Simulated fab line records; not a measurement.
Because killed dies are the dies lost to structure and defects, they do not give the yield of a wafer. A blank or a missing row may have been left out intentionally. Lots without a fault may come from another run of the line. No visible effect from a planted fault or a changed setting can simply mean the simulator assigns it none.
One fault seen from 2 desks | flow gf180mcu | every desk sees just its own numbers, and what lay behind them comes last

== METROLOGY DESK ==
Means of the sampled wafers that have a number, per lot and without regard to the tool the lot ran on: this is what the gauges read. If a lot's mean is further than 4 standard deviations from the usual mean, the lot is out of limits and carries the mark OUT (the distance appears in the brackets).
Columns: A = cd_nm at GF_V1_CD_MEAS_14, usual 259.7 nm; B = cd_nm at GF_M3_CD_MEAS_14, usual 279.8 nm
lot  | first seen here | A                | B
L888 | day 18 03:37    | 258.9            | 280.9
L891 | day 19 06:58    | 260.2            | 278.8
L892 | day 19 14:32    | 257.9            | 279.7
L893 | day 20 06:40    | 259.1            | 276.4
L894 | day 20 10:16    | 260.4            | 281.4
L895 | day 21 00:53    | 259.2            | 279.3
L896 | day 21 07:54    | 257.4            | 281.1
L902 | day 23 13:47    | 250.4 (-7.2) OUT | 279.0
L903 | day 23 15:13    | 248.0 (-9.0) OUT | 280.0
L904 | day 23 20:35    | 259.0            | 280.6
L905 | day 24 14:53    | 260.0            | 280.4
L909 | day 26 07:21    | 258.1            | 282.3
L910 | day 26 07:42    | 259.5            | 279.2
This desk's verdict: out of limits on L902, L903, starting with L902 at day 23 13:47 (cd_nm at GF_V1_CD_MEAS_14). L888, L891, L892, L893, L894, L895, L896, L904, L905, L909, L910: within limits.

== THE TOOL OWNER'S DESK: litho_track-03 ==
Per lot that ran on this tool, the mean of the sampled wafers carrying a number, from the tool's own readings at GF_V1_SOFTBAKE_10 (time 60 s). If a lot's mean is further than 4 standard deviations from the usual mean, the lot is out of limits and carries the mark OUT (the distance appears in the brackets).
Columns: A = heater_power_total_W at GF_V1_SOFTBAKE_10, usual 93.05 W; B = plate_temp_C at GF_V1_SOFTBAKE_10, usual 130.00 C
lot  | first seen here | A               | B
L888 | day 17 15:00    | 93.06           | 129.86
L891 | day 18 18:00    | 93.07           | 129.93
L893 | day 19 17:00    | 93.03           | 130.04
L896 | day 20 19:00    | 93.10           | 130.12
L902 | day 23 02:00    | 88.89 (-68) OUT | 125.53 (-37) OUT
L903 | day 23 04:00    | 88.84 (-69) OUT | 125.44 (-38) OUT
L909 | day 25 20:00    | 93.01           | 130.11
This desk's verdict: out of limits on L902, L903, starting with L902 at day 23 02:00 (heater_power_total_W at GF_V1_SOFTBAKE_10). L888, L891, L893, L896, L909: within limits.

== BROUGHT TOGETHER ==
On L902, L903, at day 23 02:00, an alarm was possible from the tool owner's desk.
An alarm was possible from the metrology desk at day 23 13:47, on L902, L903.
On litho_track-03, each named lot ran GF_V1_SOFTBAKE_10.

== WHAT WAS PUT IN BY THE SIMULATOR ==
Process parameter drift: litho_track-03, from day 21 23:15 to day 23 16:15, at GF_V1_SOFTBAKE_10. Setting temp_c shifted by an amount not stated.
Lots struck among those shown: L902, L903.
Counting hours from when the fault started, the first reading out of limits came at 27 for the tool owner's desk and at 39 for the metrology desk.
